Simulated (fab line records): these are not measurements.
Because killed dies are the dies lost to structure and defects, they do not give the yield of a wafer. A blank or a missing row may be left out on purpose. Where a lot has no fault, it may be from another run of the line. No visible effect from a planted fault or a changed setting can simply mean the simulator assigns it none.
Chamber matching / flow sky130 / SKY_VIA3_CMP_02 on cmp-02: 4 sister chambers
The step polishes SiO2. 8 wafers are shown with their chamber, then 12 later ones without.

== WAFERS, EACH WITH ITS CHAMBER ==
wafer=L083.6; chamber=0; motor_current_A (A)=11.3; platen_rpm (rpm)=60.11
wafer=L084.2; chamber=0; motor_current_A (A)=11.0; platen_rpm (rpm)=59.97
wafer=L084.4; chamber=3; motor_current_A (A)=11.8; platen_rpm (rpm)=59.97
wafer=L085.3; chamber=3; motor_current_A (A)=11.5; platen_rpm (rpm)=60.01
wafer=L085.5; chamber=1; motor_current_A (A)=11.4; platen_rpm (rpm)=60.00
wafer=L088.2; chamber=2; motor_current_A (A)=12.6; platen_rpm (rpm)=59.99
wafer=L088.4; chamber=1; motor_current_A (A)=11.3; platen_rpm (rpm)=60.03
wafer=L088.5; chamber=2; motor_current_A (A)=11.9; platen_rpm (rpm)=60.00

== WAFERS WHOSE CHAMBER IS MISSING ==
wafer=L089.1; motor_current_A (A)=12.3; platen_rpm (rpm)=59.97
wafer=L089.2; motor_current_A (A)=10.5; platen_rpm (rpm)=60.00
wafer=L089.6; motor_current_A (A)=10.5; platen_rpm (rpm)=59.98
wafer=L090.1; motor_current_A (A)=11.6; platen_rpm (rpm)=60.03
wafer=L090.3; motor_current_A (A)=11.1; platen_rpm (rpm)=60.00
wafer=L090.5; motor_current_A (A)=12.1; platen_rpm (rpm)=60.03
wafer=L092.3; motor_current_A (A)=12.3; platen_rpm (rpm)=59.96
wafer=L092.5; motor_current_A (A)=10.9; platen_rpm (rpm)=59.98
wafer=L092.6; motor_current_A (A)=12.4; platen_rpm (rpm)=59.98
wafer=L094.1; motor_current_A (A)=11.6; platen_rpm (rpm)=60.00
wafer=L094.2; motor_current_A (A)=11.4; platen_rpm (rpm)=60.10
wafer=L094.4; motor_current_A (A)=11.9; platen_rpm (rpm)=59.99

== WHICH CHAMBER EACH WENT THROUGH ==
wafer=L089.1; from the rows above=can't be placed: 2 or 3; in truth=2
wafer=L089.2; from the rows above=can't be placed: 0 or 1 or 3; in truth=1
wafer=L089.6; from the rows above=can't be placed: 0 or 1 or 3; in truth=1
wafer=L090.1; from the rows above=can't be placed: 3 or 1 or 0 or 2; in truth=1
wafer=L090.3; from the rows above=can't be placed: 0 or 1 or 3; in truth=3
wafer=L090.5; from the rows above=can't be placed: 2 or 3 or 1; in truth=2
wafer=L092.3; from the rows above=can't be placed: 2 or 3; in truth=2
wafer=L092.5; from the rows above=can't be placed: 0 or 1 or 3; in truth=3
wafer=L092.6; from the rows above=can't be placed: 2 or 3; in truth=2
wafer=L094.1; from the rows above=can't be placed: 3 or 1 or 0 or 2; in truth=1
wafer=L094.2; from the rows above=can't be placed: 0 or 1 or 3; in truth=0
wafer=L094.4; from the rows above=can't be placed: 3 or 2 or 1 or 0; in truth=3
Correct placement for 0 of the 12. Unplaceable from these rows: 12, with the true chamber sitting among the candidates in 12. Placed wrongly: 0.
How it was worked out, from the rows above alone: a wafer's distance from a chamber is the root of the sum, over the readings, of the square of ((its reading less the chamber's mean) divided by the reading's scatter). The wafer belongs to the nearest chamber; if the next one is less than 2 further off, it can't be placed. The mean given for a chamber averages the wafers shown for that chamber. How the scatter is found: for the shown wafers, subtract from each reading the mean of its chamber, square and add these, divide the total by (wafers less chambers), then take the root.
